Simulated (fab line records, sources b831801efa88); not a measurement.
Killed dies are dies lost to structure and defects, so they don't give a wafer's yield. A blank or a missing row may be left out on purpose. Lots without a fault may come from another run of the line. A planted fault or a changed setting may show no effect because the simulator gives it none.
Which tool did it? | flow sky130 | 12 lots, 36 wafers sampled, at 1 step of a route of 708

WHAT THE GAUGES READ, wafer by wafer
SKY_LDD_HVN_OVL_MEAS_07.
lot  | measured     | on         | LDD_HVN_OVL (nm)
L826 | day 20 14:16 | overlay-01 | 0.7 2.8 2.0
L825 | day 20 15:03 | overlay-01 | -1.8 0.9 -1.8
L827 | day 21 04:54 | overlay-02 | 2.1 -0.6 -2.2
L837 | day 24 21:32 | overlay-02 | -0.7 -3.8 -1.7
L836 | day 25 01:23 | overlay-01 | 1.1 -1.8 -1.4
L840 | day 25 15:37 | overlay-01 | -0.3 -0.6 -0.9
L838 | day 25 18:44 | overlay-02 | -0.4 -0.8 -0.2
L841 | day 26 01:00 | overlay-01 | -3.5 -1.1 -2.3
L843 | day 26 19:47 | overlay-01 | -0.9 -3.2 -0.5
L845 | day 27 09:14 | overlay-01 | 1.7 1.7 -0.8
L848 | day 28 04:50 | overlay-02 | -0.8 -0.5 0.0
L847 | day 28 05:32 | overlay-02 | -1.5 -1.6 0.8

WHICH TOOL RAN EACH LOT (tool, then ch and the chambers of the sampled wafers, then the start)
The record holds no process step before these readings.

WHAT THE TOOLS THEMSELVES READ (means of the sampled wafers that have a number; where no wafer has one, the mark that the record gives instead)
The record holds no such reading with a usual standard deviation.

THE ANSWER, worked out from the rows above alone
Rule: what is usual is taken from the lots themselves. Put in order of their means at a reading, lots are off if they are a third of the lots or fewer, leave a main group of 4 or more, and stand apart from it by a gap of 3 or more times the standard deviation of the main group's means; of several such gaps the widest counts. A main group whose means are all the same, to the digits that the tables above print for the reading, isn't used. A lot without any number at a reading at which 4 lots or more have one is off too. The other lots that the step has rows for count as sound. The gauges are gone through in route order, then the tools' own readings, and for those a lot's mean is taken as printed above. The first step at which some lot is off is used, and at that step the reading that is off furthest; a lot without a number counts as furthest.
No lot is off at any reading shown: from this, nothing can be told.

WHAT THE SIMULATOR HAD PUT IN
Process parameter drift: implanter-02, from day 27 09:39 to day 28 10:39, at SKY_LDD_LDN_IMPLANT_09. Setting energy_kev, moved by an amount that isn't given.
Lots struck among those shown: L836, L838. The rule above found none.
